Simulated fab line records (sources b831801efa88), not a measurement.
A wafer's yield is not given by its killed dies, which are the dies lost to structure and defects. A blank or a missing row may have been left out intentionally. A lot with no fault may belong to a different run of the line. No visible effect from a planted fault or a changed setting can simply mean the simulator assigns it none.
A lot that was struck, set against a sound lot | flow sky130 | 35 steps out of a route of 708
Sound: these wafers, L849.1, L849.3, L849.4. The struck wafers were L864.1, L864.2, L864.3. The cause is given at the end.
Per side, at each step with rows, come the tool, then ch with its chambers, and then its first start. Under that, the readings that differ: sound wafers | struck wafers | difference of the means | sigmas: that difference in standard deviations of wafers without a fault.
alike: same words and numbers on both sides, and readings whose means sit less than 2 such deviations apart. not compared: any withheld reading, any reading some wafer has no value for, any bound like >300 that may hide the same value, and any number with overlapping values for which the record gives no deviation.
Wherever a step has rows on one side only, a row that says differs or no value, or a row with sigmas, the two part there. Non-overlapping numbers with no deviation appear without sigmas and do not part them. A reading missing from all wafers of one side parts the sides only when that side holds two or more wafers.

first, 10 steps without rows for these wafers: SKY_VIA3_DEHYDRATE_04 (time 60 s); SKY_VIA3_HMDS_05 (prime time 60 s); SKY_VIA3_COAT_06 (resist thk 60 nm); SKY_VIA3_COAT_07 (resist thk 450 nm); SKY_VIA3_SOFTBAKE_08 (time 90 s); SKY_VIA3_EXPOSE_09 (exposes mask VIM3, target cd 200 nm); SKY_VIA3_PEB_10; SKY_VIA3_DEVELOP_11 (develop time 60 s); SKY_VIA3_ETCH_14 (etches BARC in N2/H2, stops on SiO2, time 45.9 s, target depth 60 nm); SKY_VIA3_ETCH_15 (etches SiO2 in C4F8/O2/Ar, stops on TiN, target depth 507 nm, time 78 s).
SKY_VIA3_STRIP_16: strips in O2/N2.
  sound on plasmaAsher-01 ch 0,1, day 39 10:13; struck on plasmaAsher-01 ch 0,1, day 44 01:28
  alike: drypumpMotorCurrentA, oesProductAu, stripTimeToEndpointS
  not compared: rfHoursCounterH
then, 23 steps without rows for these wafers: SKY_VIA3_STRIP_17 (strips in post etch residue remover, time 1200 s); SKY_VIA3_CLEAN_18 (cleans in IPA, time 180 s); SKY_VIA3_CLEAN_19 (cleans in O3/DIW); SKY_VIA3_SPUTTER_20 (material TiN, target thk 20 nm, time 80 s); SKY_VIA3_CVD_21 (deposits W, target thk 390 nm, time 117.31 s); SKY_VIA3_CMP_24 (polishes, stops on SiO2, t overpolish 20 s, target thk 0 nm); SKY_METAL4_SPUTTER_00 (material Ti, target thk 15 nm, time 10 s); SKY_METAL4_SPUTTER_01 (material TiN, target thk 20 nm, time 16.7 s); SKY_METAL4_SPUTTER_02 (material AlCu, target thk 735 nm, time 39.1 s); SKY_METAL4_SPUTTER_03 (material Ti, target thk 5 nm, time 3.3 s); SKY_METAL4_SPUTTER_04 (material TiN, target thk 70 nm, time 58.3 s); SKY_CAP2M_CVD_00 (deposits SiO2, target thk 15.5 nm); SKY_CAP2M_SPUTTER_02 (material TiN, target thk 200 nm, time 166.7 s); SKY_CAP2M_DEHYDRATE_05 (time 60 s); SKY_CAP2M_HMDS_06 (prime time 60 s); SKY_CAP2M_COAT_07 (resist thk 1140 nm); SKY_CAP2M_SOFTBAKE_08 (time 60 s); SKY_CAP2M_EXPOSE_09 (exposes mask CAP2M, target cd 1000 nm); SKY_CAP2M_PEB_10; SKY_CAP2M_DEVELOP_11 (develop time 60 s); SKY_CAP2M_METAL_ETCH_13 (etches TiN in Cl2/BCl3, stops on SiO2, target depth 220 nm, time 62.9 s); SKY_CAP2M_STRIP_14 (strips in O2/N2); SKY_CAP2M_STRIP_15 (strips in post etch residue remover, time 1200 s).
-- the record jumps here: 5 days lie between the struck wafers' starts before and after (it left off in module CAP2M and takes up again in module PAD_OPEN, whose first step shown is number 708 of the route) --
SKY_PAD_OPEN_PROBE_99:
  struck on prober-02, day 49 09:53; sound on prober-01, day 45 12:28
reading                               | sound                | struck            | difference | sigmas
defectLimitedYield (%)                | 83.1 81.3 84.1       | 71.3 76.8 74.0    | -8.8       | -5
killed_at_M0_to_M3                    | 42 46 38             | 97 77 83          | +44        | +7
killedDies                            | 83 92 78             | 141 114 128       | +43        | +5
sort_bin_3_pad_short (%)              | 0.4 0.6 0.4          | 1.8 1.6 3.0       | +1.7       | +4
sort_bin_5_function (%)               | 8.7 13.0 9.3         | 21.3 16.7 16.3    | +7.8       | +5
sortNPass                             | 409 400 414          | 351 378 364       | -43        | -5
sortYieldPct (%)                      | 83.1 81.3 84.1       | 71.3 76.8 74.0    | -8.8       | -5
model.etest.tester.sortNPass          | 409 400 414          | 351 378 364       | -43        | 
model.etest.tester.sortYieldPct (%)   | 83.13 81.3 84.15     | 71.34 76.83 73.98 | -8.81      | 
model.etest.tester.sort_bin_5_pct (%) | 8.74 13.01 9.35      | 21.34 16.67 16.26 | +7.72      | 
model.etest.tester.sort_bin_3_pct (%) | 0.4065 0.6098 0.4065 | 1.829 1.626 3.049 | +1.694     | 
  alike: killed_at_M4_up, killedAtContacts, killedAtFrontEnd, killedAtOther, killedOpen, killedShort, sort_bin_6_memory

== WHERE THEY PART ==
At SKY_PAD_OPEN_PROBE_99 and nowhere else, as far as this record goes.

WHY: the cause the simulator had injected
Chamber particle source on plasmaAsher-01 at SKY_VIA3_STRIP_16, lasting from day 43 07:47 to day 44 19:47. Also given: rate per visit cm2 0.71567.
